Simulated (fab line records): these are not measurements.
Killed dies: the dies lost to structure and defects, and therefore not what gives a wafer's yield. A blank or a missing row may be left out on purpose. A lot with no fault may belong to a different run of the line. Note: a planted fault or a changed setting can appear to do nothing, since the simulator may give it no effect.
Matching of chambers    flow sky130    rie-diel-03 running SKY_CONTACT_ETCH_17: 4 sister chambers
The step etches SiO2 in C4F8/O2/Ar, stops on Si3N4, target depth 340 nm. 8 wafers are shown with their chamber, then 7 later ones without.

== WAFERS, EACH WITH ITS CHAMBER ==
wafer   chamber  oes-product-au (a.u.)
L076.5  2        0.892
L084.3  0        0.899
L084.5  2        0.897
L090.6  1        0.898
L092.4  1        0.886
L092.5  3        0.894
L096.2  3        0.890
L096.3  0        0.900

== WAFERS WITHOUT THEIR CHAMBER ==
wafer   oes-product-au (a.u.)
L096.6  0.890
L097.1  0.899
L097.2  0.893
L097.3  0.894
L097.4  0.896
L097.5  0.894
L097.6  0.891

== THE CHAMBER EACH PASSED THROUGH ==
wafer   from the rows above                in truth
L096.6  can't be placed: 1 or 3 or 2 or 0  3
L097.1  can't be placed: 0 or 2 or 1 or 3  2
L097.2  can't be placed: 1 or 3 or 2 or 0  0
L097.3  can't be placed: 2 or 1 or 3 or 0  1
L097.4  can't be placed: 2 or 0 or 1 or 3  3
L097.5  can't be placed: 2 or 1 or 3 or 0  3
L097.6  can't be placed: 1 or 3 or 2 or 0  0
0 of 7 placed correctly. These rows do not allow placing 7 (true chamber among the candidates in 7). 0 placed wrongly.
How it was worked out, from the rows above alone: a wafer's distance from a chamber is the root of the sum, over the readings, of the square of ((its reading less the chamber's mean) divided by the reading's scatter). The wafer belongs to the nearest chamber; if the next one is less than 2 further off, it can't be placed. For every chamber, the mean is computed from those of its wafers that are shown. The scatter: the root of (the sum of the squares of (reading less its chamber's mean) over the shown wafers, divided by (wafers less chambers)).
